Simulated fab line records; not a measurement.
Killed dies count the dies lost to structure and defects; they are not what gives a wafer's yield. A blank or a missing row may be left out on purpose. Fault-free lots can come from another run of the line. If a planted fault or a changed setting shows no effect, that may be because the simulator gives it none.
Problem report in the 8D (eight disciplines) form, filled by code	flow gf180mcu	the parts of the form that need people (team, actions taken, sign-off) are left out

## 1. WHAT WENT WRONG
cd nm at GF_CONTACT_CD_MEAS_14 reads a mean of 212.8 nm on 6 wafers of 2 lots; wafers without a fault read 220.1 nm with a standard deviation of 1.5. Relative to the usual mean, that is a shift of -4.9 standard deviations.
The step: target cd 220 nm.
First seen on wafer L648.1, day 20 02:44, on cd sem-01. The record has a number at this step for 39 wafers belonging to 13 lots. By rule, "out" or "out of limits" means more than 4 standard deviations away from the usual mean. The rest of the wafers with a number are treated as sound.

## 2. WHAT IT IS; WHAT IT IS NOT
question	is	is not
which readings at this step	cd nm	-
which lots	L648, L651	L640, L641, L642, L643, L644, L645, L654, L655, L659, L660, L661
which wafers of those lots	all that have a number	-
read on which gauges	cd sem-01	cd sem-02
when	from day 20 02:44	up to then (18 sound wafers); but 15 sound wafers of L654, L655, L659, L660, L661 came after

## 3. THE SUSPECTS, EACH WITH WHAT RULES IT OUT
Counting: a tool stays on the suspect list if, at a process step up to the reading, it processed all lots that are out and no sound lot following the first of them.
- the gauge at GF_CONTACT_CD_MEAS_14: ruled out. All the wafers that are out were read on cd sem-01, but those of them that GF_CONTACT_PEB_12 has rows for are out there too, on other tools.
- litho track-02 at GF_CONTACT_PEB_12 (peb time 90 s): ruled out as a lasting fault. After its first lot that is out, L648 (day 20 02:23), sound lots L660, L659 ran on it.
Left after counting: nothing in the record.

## 4. THE CAUSE (what the simulator had put in)
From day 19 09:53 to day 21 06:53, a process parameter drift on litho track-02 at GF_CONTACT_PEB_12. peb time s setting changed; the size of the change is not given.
It was ruled out by counting, in error; the rule expects a fault to strike all lots run on its tool from its start on, and this fault did not.

## 5. SEQUENCE OF EFFECTS, ordered by route
Each row: a reading whose mean over the struck wafers that have a number lies more than 3 standard deviations from the usual. Only readings whose record carries a usual standard deviation are examined. hours: median over the lots of the time between each lot's start at the first step of this table that gives one and its start at this step. sigmas: the change, counted in usual standard deviations.
hours	step	reading	usual	on struck wafers	change	sigmas
0	GF_CONTACT_PEB_12	heater power total W	85.71 W	92.08	+6.37	+78
0	GF_CONTACT_CD_MEAS_14	cd nm	220.1 nm	212.8	-7.3	-4.9
Here are the process steps it includes:
- GF_CONTACT_PEB_12: peb time 90 s.
Later steps that measure or inspect, where all struck wafers having a row at the step show a number for every such reading and not one has moved that far: GF_V1_BOW_MEAS_05.

## 6. HOW IT WOULD HAVE BEEN CAUGHT EARLIER
The first out-of-limits reading at a measuring or inspecting step in this record came at day 20 02:44, 17 hours after the fault's start at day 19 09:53.
The tool's own readings at GF_CONTACT_PEB_12 were out on every struck wafer that the step has a row for (heater power total W): an alarm limit on them would have fired on the first of those.
